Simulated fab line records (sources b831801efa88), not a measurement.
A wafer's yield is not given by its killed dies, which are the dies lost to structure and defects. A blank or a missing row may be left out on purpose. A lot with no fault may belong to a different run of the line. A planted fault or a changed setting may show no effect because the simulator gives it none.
Matching of chambers / flow gf180mcu / pecvd-01 running GF_V5_CVD_02: 3 sister chambers
The step deposits SiO2 from TEOS, target thk 1450 nm, time 163.28 s. 6 wafers are shown with their chamber, then 7 later ones without.

## WAFERS, EACH WITH ITS CHAMBER
wafer=L103.6; chamber=0; heater-power-w (W)=562
wafer=L108.4; chamber=2; heater-power-w (W)=687
wafer=L109.2; chamber=0; heater-power-w (W)=706
wafer=L109.6; chamber=2; heater-power-w (W)=676
wafer=L110.1; chamber=1; heater-power-w (W)=857
wafer=L110.4; chamber=1; heater-power-w (W)=720

## WAFERS WITHOUT THEIR CHAMBER
wafer=L110.6; heater-power-w (W)=708
wafer=L114.3; heater-power-w (W)=593
wafer=L114.5; heater-power-w (W)=647
wafer=L114.6; heater-power-w (W)=830
wafer=L118.3; heater-power-w (W)=725
wafer=L118.4; heater-power-w (W)=722
wafer=L118.6; heater-power-w (W)=680

## CHAMBER TAKEN BY EACH
wafer=L110.6; from the rows above=can't be placed: 2 or 0 or 1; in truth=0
wafer=L114.3; from the rows above=can't be placed: 0 or 2 or 1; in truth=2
wafer=L114.5; from the rows above=can't be placed: 0 or 2 or 1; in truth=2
wafer=L114.6; from the rows above=can't be placed: 1 or 2 or 0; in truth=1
wafer=L118.3; from the rows above=can't be placed: 2 or 1 or 0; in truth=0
wafer=L118.4; from the rows above=can't be placed: 2 or 1 or 0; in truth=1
wafer=L118.6; from the rows above=can't be placed: 2 or 0 or 1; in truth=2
Correctly placed: 0 of 7. These rows do not allow placing 7 (true chamber among the candidates in 7). Number placed wrongly: 0.
How it was worked out, from the rows above alone: a wafer's distance from a chamber is the root of the sum, over the readings, of the square of ((its reading less the chamber's mean) divided by the reading's scatter). If the next closest chamber is less than 2 further off than the closest, the wafer can't be placed; otherwise it belongs to the closest. Each chamber's mean is taken over the wafers shown for it. The scatter: the root of (the sum of the squares of (reading less its chamber's mean) over the shown wafers, divided by (wafers less chambers)).
